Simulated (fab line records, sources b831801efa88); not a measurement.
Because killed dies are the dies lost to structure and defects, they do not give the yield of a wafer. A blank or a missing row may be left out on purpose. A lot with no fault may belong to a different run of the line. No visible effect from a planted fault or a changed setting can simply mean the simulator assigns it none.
Code-filled problem report in 8D (eight disciplines) form / flow gf180mcu / the parts of the form that need people (team, actions taken, sign-off) are left out

1. THE ISSUE
At GF_SAB_WET_ETCH_12, runLengthS averages 313 s over 6 wafers from 2 lots, while fault-free wafers read 470 s, standard deviation 3.7. Relative to the usual mean, that is a shift of -42 standard deviations.
The step: etches SiO2 in dHF, target depth 22 nm, time 440 s.
The first sign was on wafer L513.1 at day 16 14:36, on wetBench-02. The record holds 42 wafers of 14 lots with a number at this step. Rule for "out", or "out of limits": more than 4 standard deviations from the usual mean. The other wafers with a number count as sound.

2. WHAT IT IS; WHAT IT IS NOT
question=which readings at this step | is=runLengthS | is not=-
question=which lots | is=L513, L514 | is not=L509, L510, L511, L512, L523, L525, L526, L528, L529, L530, L531, L532
question=which wafers of those lots | is=all that have a number | is not=-
question=read on which tools | is=wetBench-02 | is not=wetBench-03, wetBench-04
question=when | is=from day 16 14:36 | is not=up to then (12 sound wafers); but 24 sound wafers of L523, L525, L526, L528, L529, L530, L531, L532 came after

3. THE SUSPECTS, EACH WITH WHAT RULES IT OUT
Counting: a tool at any process step up to the reading remains a suspect when it ran all the lots that are out and ran no sound lot after the first of those.
- wetBench-02 at GF_SAB_WET_ETCH_12 (etches SiO2 in dHF, target depth 22 nm, time 440 s): ruled out as a lasting fault. Sound lots L523, L526, L528, L529, L530 ran on it after its first lot that is out, L513 (day 16 14:36).
Left after counting: nothing in the record.

4. THE CAUSE (what the simulator had put in)
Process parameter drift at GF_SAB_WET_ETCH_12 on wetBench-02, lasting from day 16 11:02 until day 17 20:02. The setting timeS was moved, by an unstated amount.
Counting ruled it out, wrongly.

5. THE EFFECT CHAIN, in route order
Each row: a reading whose mean over the struck wafers that have a number lies more than 3 standard deviations from the usual. Only readings for which the record gives a usual standard deviation are gone through. hours: the time from each lot's start at the first step in this table that gives one to its start at this step, as a median over the lots. sigmas: the change in usual standard deviations.
hours=0; step=GF_SAB_WET_ETCH_12; reading=runLengthS; usual=470 s; on struck wafers=313; change=-157; sigmas=-42
Its process steps:
- GF_SAB_WET_ETCH_12: etches SiO2 in dHF, target depth 22 nm, time 440 s.
Later measuring or inspecting steps at which every struck wafer that the step has a row for has a number for every such reading, and none has moved that far: GF_CONTACT_BOW_MEAS_05.

6. WHAT WOULD HAVE CAUGHT IT SOONER
In this record the first reading out of limits was taken at day 16 14:36, 4 hours after the fault began at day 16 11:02.
